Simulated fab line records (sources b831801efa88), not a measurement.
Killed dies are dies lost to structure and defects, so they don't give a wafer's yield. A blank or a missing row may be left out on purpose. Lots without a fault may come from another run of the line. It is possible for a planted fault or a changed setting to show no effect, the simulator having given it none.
Which tool was responsible?    flow sky130    11 lots with 33 wafers sampled at 3 steps, on a route of 708 steps

== WHAT THE GAUGES SHOWED, per wafer ==
SKY_METAL2_THK_MEAS_06: measures by xrf.
lot   measured      on             METAL2_ALCU_THK (nm)
L606  day 34 18:40  film_metro-02  246 248 246
L607  day 35 22:20  film_metro-02  227 225 224
L609  day 36 13:55  film_metro-02  251 254 252
L608  day 36 17:52  film_metro-01  231 229 230
L616  day 38 13:34  film_metro-01  251 249 248
L617  day 38 16:47  film_metro-01  248 249 249
L619  day 39 10:31  film_metro-03  251 253 251
L621  day 39 21:47  film_metro-01  249 250 248
L622  day 40 02:01  film_metro-02  244 243 247
L623  day 40 04:43  film_metro-03  252 252 250
L625  day 40 21:30  film_metro-01  253 255 251

== EACH LOT AND THE TOOL THAT RAN IT (in order: tool; ch and the chambers of the sampled wafers; start) ==
lot   SKY_METAL1_ETCH_18                 SKY_METAL2_SPUTTER_04
L606  rie_metal-02 ch 0,1, day 33 13:06  pvd_sputter-01, day 34 18:30
L607  rie_metal-01 ch 0,1, day 34 16:43  pvd_sputter-01, day 35 22:08
L609  rie_metal-01 ch 1, day 35 08:44    pvd_sputter-04, day 36 13:44
L608  rie_metal-02 ch 0,1, day 35 12:28  pvd_sputter-01, day 36 17:41
L616  rie_metal-01 ch 0, day 37 08:19    pvd_sputter-02, day 38 13:24
L617  rie_metal-01 ch 0,1, day 37 12:16  pvd_sputter-02, day 38 16:37
L619  rie_metal-02 ch 0,1, day 38 05:30  pvd_sputter-04, day 39 10:21
L621  rie_metal-04 ch 1, day 38 16:51    pvd_sputter-02, day 39 21:36
L622  rie_metal-02 ch 0,1, day 38 22:01  pvd_sputter-01, day 40 01:49
L623  rie_metal-04 ch 0,1, day 39 01:28  pvd_sputter-04, day 40 04:33
L625  rie_metal-02 ch 0,1, day 39 17:15  pvd_sputter-04, day 40 21:19
- SKY_METAL1_ETCH_18: etches BARC in N2/H2, stops on SiO2, time 45.9 s, target depth 60 nm.
- SKY_METAL2_SPUTTER_04: material TiN, target thk 70 nm, time 58.3 s.

== THE ANSWER, worked out from the rows above alone ==
Rule: usual is defined by the lots themselves. Put in order of their means at a reading, lots are off if they are a third of the lots or fewer, leave a main group of 4 or more, and stand apart from it by a gap of 3 or more times the standard deviation of the main group's means; of several such gaps the widest counts. A main group whose means are all the same, to the digits that the tables above print for the reading, isn't used. Also off: a lot with no number at a reading for which 4 or more lots have one. Where the step has rows for the other lots, those lots are counted as sound.
Off: L607, L608, seen at SKY_METAL2_THK_MEAS_06 (METAL2_ALCU_THK). The main group: mean 250 nm, standard deviation 2.6.
If a tool, at a process step before that reading, ran all the lots that are off and no sound lot after the first of them, it fits. Those tools and the gauges at SKY_METAL2_THK_MEAS_06 are tried in the same way. Of those tried, none fits.

== WHAT THE SIMULATOR HAD PUT IN ==
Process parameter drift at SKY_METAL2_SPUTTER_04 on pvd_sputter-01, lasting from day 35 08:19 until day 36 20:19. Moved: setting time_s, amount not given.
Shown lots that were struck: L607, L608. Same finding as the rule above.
